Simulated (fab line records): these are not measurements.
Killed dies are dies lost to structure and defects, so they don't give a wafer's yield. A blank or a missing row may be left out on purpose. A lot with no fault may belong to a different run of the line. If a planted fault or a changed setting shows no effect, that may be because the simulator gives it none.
Struck lot and sound lot, side by side ; flow sky130 ; 17 steps out of a route of 708
Sound: wafers L852.1, L852.2, L852.3. The struck wafers were L844.1, L844.2, L844.3. The cause is named last.
For every step that has rows: the tool of each side, followed by ch and its chambers, followed by its first start. Under that, the readings that differ: sound wafers ; struck wafers ; difference of the means ; sigmas: that difference in standard deviations of wafers without a fault.
alike: readings whose means differ by less than 2 such deviations, and words and numbers that are the same on both sides. not compared: withheld readings, readings that some wafer has no value for, bounds like >300 that may hide the same value, and numbers for which the record gives no deviation and whose values overlap.
The two part at a step that has a row with sigmas, a row that says differs or no value, or rows on one side only. Numbers that have no deviation but don't overlap get no sigmas and don't part them. A reading missing from all wafers of one side parts the sides only when that side holds two or more wafers.

SKY_POLY_GATE_THK_MEAS_04:
  struck on film_metro-04, day 19 01:05; sound on film_metro-03, day 21 11:50
  alike: POLY_GATE_CVD_03_THK
then, 8 steps without rows for these wafers: SKY_POLY_GATE_DEHYDRATE_05 (time 60 s); SKY_POLY_GATE_HMDS_06 (prime time 60 s); SKY_POLY_GATE_COAT_07 (resist thk 110 nm); SKY_POLY_GATE_COAT_08 (resist thk 450 nm); SKY_POLY_GATE_SOFTBAKE_09 (time 90 s); SKY_POLY_GATE_EXPOSE_10 (exposes mask P1M, target cd 150 nm); SKY_POLY_GATE_PEB_11; SKY_POLY_GATE_DEVELOP_12 (develop time 60 s).
SKY_POLY_GATE_CD_MEAS_13 targets a cd of 150 nm.
  struck on cd_sem-02, day 20 08:28; sound on cd_sem-02, day 22 17:59
reading;sound;struck;difference;sigmas
cd_nm (nm);146.2 146.6 147.0;152.7 150.6 151.0;+4.8;+3
SKY_POLY_GATE_OVL_MEAS_14:
  struck on overlay-01, day 20 08:35; sound on overlay-02, day 22 18:07
  alike: POLY_GATE_OVL
SKY_POLY_GATE_ETCH_15: etches BARC in N2/H2, stops on SiO2, time 118.5 s, target depth 110 nm.
  sound on rie_diel-01 ch 1,2,3, day 22 18:08; struck on rie_diel-01 ch 0,2,3, day 20 08:38
reading;sound;struck;difference;sigmas
oes_product_au (a.u.);0.716 0.712 0.711;0.718 0.718 0.732;+0.010;+2
  alike: bias_w, drypump_motor_current_A, n2_flow_sccm, throttle_valve_pct
  not compared: rf_hours_counter_h
SKY_POLY_GATE_ETCH_16: etches Si3N4 in CH3F/O2, stops on poly-Si, time 147.5 s, target depth 75 nm.
  sound on rie_diel-01 ch 1,2,3, day 22 18:14; struck on rie_diel-01 ch 0,2,3, day 20 08:43
reading;sound;struck;difference;sigmas
bias_w (W);80.09 80.45 79.92;100.95 100.31 100.27;+20.36;+75
model.KrF-thick_of_POLY_GATE_COAT_08.thk_nm (nm);232.7 234.8 233.3;223.3 224.1 222.8;-10.2;
model.poly-Si_of_POLY_GATE_CVD_00.thk_nm (nm);181.7 182.1 181.8;174.9 176.2 176;-6.2;
  alike: drypump_motor_current_A, oes_product_au, throttle_valve_pct
  not compared: rf_hours_counter_h
SKY_POLY_GATE_ETCH_17: etches poly-Si in HBr/Cl2, stops on SiO2, target depth 180 nm, time 70.5 s.
  sound on rie_si-01 ch 0,1,2, day 22 18:20; struck on rie_si-02 ch 0,1,3, day 20 08:49
reading;sound;struck;difference;sigmas
model.KrF-thick_of_POLY_GATE_COAT_08.thk_nm (nm);139.2 141 140.9;129 127.9 128;-12;
  alike: bias_w, drypump_motor_current_A, oes_product_au, throttle_valve_pct
  not compared: rf_hours_counter_h
SKY_POLY_GATE_STRIP_18: strips in O2/N2.
  sound on plasma_asher-01 ch 0,1, day 22 18:23; struck on plasma_asher-01 ch 0,1, day 20 08:52
reading;sound;struck;difference;sigmas
strip_time_to_endpoint_s (s);3.157 3.182 3.170;3.043 3.055 3.047;-0.121;-4
  alike: drypump_motor_current_A, n2_flow_sccm, oes_product_au
  not compared: rf_hours_counter_h
then, 1 step without rows for these wafers: SKY_POLY_GATE_CLEAN_19 (cleans in SC1/SC2, time 150 s).
-- a jump in the record: the struck wafers' starts before and after are 28 days apart (it breaks off in module POLY_GATE and resumes in module PAD_OPEN, where the first step shown is number 708 of the route) --
SKY_PAD_OPEN_PROBE_99:
  struck on prober-02, day 48 10:49; sound on prober-02, day 49 20:06
  alike: killed_at_M0_to_M3, killed_at_M4_up, killed_at_contacts, killed_at_front_end, killed_at_other, killed_dies, killed_open, killed_short

== WHERE THEY PART ==
Last at SKY_POLY_GATE_STRIP_18 as far as this record goes, first at SKY_POLY_GATE_CD_MEAS_13. Later steps at which nothing parts them and some readings are alike: SKY_PAD_OPEN_PROBE_99.

WHY: what had been put in by the simulator
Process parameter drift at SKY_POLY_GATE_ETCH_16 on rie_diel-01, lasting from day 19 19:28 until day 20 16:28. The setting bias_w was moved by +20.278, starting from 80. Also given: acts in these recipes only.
